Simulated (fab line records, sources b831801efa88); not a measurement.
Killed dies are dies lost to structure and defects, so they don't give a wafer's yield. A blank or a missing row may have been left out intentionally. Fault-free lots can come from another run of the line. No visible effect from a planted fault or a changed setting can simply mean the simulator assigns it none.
A lot that was struck, set against a sound lot | flow sky130 | 19 steps out of a route of 708
Sound: wafers L445.2, L445.5, L445.6. Wafers struck: L453.1, L453.4. The cause is given at the end.
Order at every step that has rows: each side's tool, ch and its chambers, its first start. Under that, the readings that differ: sound wafers | struck wafers | difference of the means | sigmas: that difference in standard deviations of wafers without a fault.
alike: same words and numbers on both sides, and readings whose means sit less than 2 such deviations apart. not compared: any withheld reading, any reading some wafer has no value for, any bound like >300 that may hide the same value, and any number with overlapping values for which the record gives no deviation.
A row with sigmas, a row that says differs or no value, or rows on one side alone: a step with any of these is where the two part. Numbers that don't overlap but have no deviation are shown without sigmas and don't part them. A reading that every wafer of one side lacks parts them only if that side has two wafers or more.

first, 2 steps without rows for these wafers: SKY_VT_ADJUST_LVTN_PEB_16; SKY_VT_ADJUST_LVTN_DEVELOP_17 (develop time 60 s).
SKY_VT_ADJUST_LVTN_OVL_MEAS_18:
  sound on overlay-02 at day 8 00:22; struck on overlay-01 at day 10 08:45
reading                    | sound          | struck  | difference | sigmas
VT_ADJUST_LVTN_01_OVL (nm) | -2.8 -1.7 -1.8 | 2.4 4.8 | +5.7       | +3
then, 1 step without rows for these wafers: SKY_VT_ADJUST_LVTN_IMPLANT_19.
SKY_VT_ADJUST_LVTN_STRIP_20: strips in O2/N2.
  sound on plasmaAsher-04 ch 0,1, day 8 00:32; struck on plasmaAsher-01 ch 1, day 10 08:56
  alike: drypumpMotorCurrentA, o2FlowSccm, oesProductAu, stripTimeToEndpointS
  not compared: rfHoursCounterH
SKY_VT_ADJUST_LVTN_TW_MEAS_21:
  sound on filmMetro-03 at day 8 00:39; struck on filmMetro-01 at day 10 09:02
  alike: VT_ADJUST_LVTN_2_TW
then, 6 steps without rows for these wafers: SKY_VT_ADJUST_NCORE_DEHYDRATE_00 (time 60 s); SKY_VT_ADJUST_NCORE_HMDS_01 (prime time 60 s); SKY_VT_ADJUST_NCORE_COAT_02 (resist thk 1140 nm); SKY_VT_ADJUST_NCORE_SOFTBAKE_03 (time 60 s); SKY_VT_ADJUST_NCORE_EXPOSE_04 (exposes mask LVTN COMPLEMENT THIN, target cd 380 nm); SKY_VT_ADJUST_NCORE_PEB_05.
SKY_VT_ADJUST_NCORE_DEVELOP_06: develop time 60 s.
  sound on lithoTrack-01 ch 0, day 8 20:17; struck on lithoTrack-01 ch 0, day 11 07:13
SKY_VT_ADJUST_NCORE_CD_MEAS_07: target cd 380 nm.
  sound on cdSem-01 at day 8 20:26; struck on cdSem-01 at day 11 07:22
reading   | sound             | struck | difference                    | sigmas
cdNm (nm) | 378.0 380.5 378.2 | - -    | no value on the struck wafers | 
SKY_VT_ADJUST_NCORE_OVL_MEAS_08:
  sound on overlay-01 at day 8 20:32; struck on overlay-02 at day 11 07:29
reading                  | sound       | struck | difference                    | sigmas
VT_ADJUST_NCORE_OVL (nm) | 1.3 1.7 2.0 | - -    | no value on the struck wafers | 
then, 1 step without rows for these wafers: SKY_VT_ADJUST_NCORE_IMPLANT_09.
SKY_VT_ADJUST_NCORE_STRIP_10: strips in O2/N2.
  sound on plasmaAsher-03 ch 0,1, day 8 20:43; struck on plasmaAsher-03 ch 0, day 11 07:40
  alike: drypumpMotorCurrentA, o2FlowSccm, oesProductAu, stripTimeToEndpointS
  not compared: rfHoursCounterH
SKY_VT_ADJUST_NCORE_TW_MEAS_11:
  sound on filmMetro-01 at day 8 20:50; struck on filmMetro-04 at day 11 08:01
reading            | sound             | struck    | difference | sigmas
VT_ADJUST_NCORE_TW | 219.6 220.8 219.3 | 30.1 30.3 | -189.7     | -99 or more
  not compared: hold
-- a jump in the record: the struck wafers' starts before and after are 37 days apart (it breaks off in module VT_ADJUST_NCORE and resumes in module PAD_OPEN, where the first step shown is number 708 of the route) --
SKY_PAD_OPEN_PROBE_99:
  sound on prober-01 at day 46 04:11; struck on prober-01 at day 48 05:07
reading                               | sound                         | struck                                          | difference                   | sigmas
hold                                  | - - -                         | awaitDispo/3.1h/release awaitDispo/3.1h/release | no value on the sound wafers | 
killedAtFrontEnd                      | 22 20 20                      | 408 413                                         | +390                         | +83
killedDies                            | 91 89 97                      | 492 492                                         | +400                         | +42
killedOnRim                           | 17 17 18                      | 96 96                                           | +79                          | +21
model.etest.pfet_16v.rOnOhmUm         | 1.482e+04 1.477e+04 1.474e+04 | 1.84e+04 1.848e+04                              | +3.66e+03                    | 
model.etest.nfet_16v.rOnOhmUm         | 1.395e+04 1.4e+04 1.383e+04   | 1.108e+04 1.117e+04                             | -2.802e+03                   | 
model.etest.pfetG5v0d10v5.rOnOhmUm    | 4681 4703 4669                | 6032 5938                                       | +1301                        | 
model.etest.tipP.rsOhmSq              | 7076 6949 6962                | 7790 7774                                       | +786                         | 
model.etest.pfet_01v8.rOnOhmUm        | 2916 2936 2848                | 3469 3441                                       | +555                         | 
model.etest.resPwellUnderGate.rsOhmSq | 2274 2279 2292                | 2593 2603                                       | +316                         | 
model.etest.nfetG5v0d10v5.rOnOhmUm    | 1865 1871 1837                | 1624 1595                                       | -248                         | 
model.etest.tip_p_5v.rsOhmSq          | 2826 2820 2855                | 3076 3065                                       | +237                         | 
  alike: killed_at_M0_to_M3, killed_at_M4_up, killedAtContacts, killedAtOther, killedOpen, killedShort

## WHERE THEY PART
Earliest at SKY_VT_ADJUST_LVTN_OVL_MEAS_18; latest, in this record, at SKY_PAD_OPEN_PROBE_99.

WHY: what the simulator had put in
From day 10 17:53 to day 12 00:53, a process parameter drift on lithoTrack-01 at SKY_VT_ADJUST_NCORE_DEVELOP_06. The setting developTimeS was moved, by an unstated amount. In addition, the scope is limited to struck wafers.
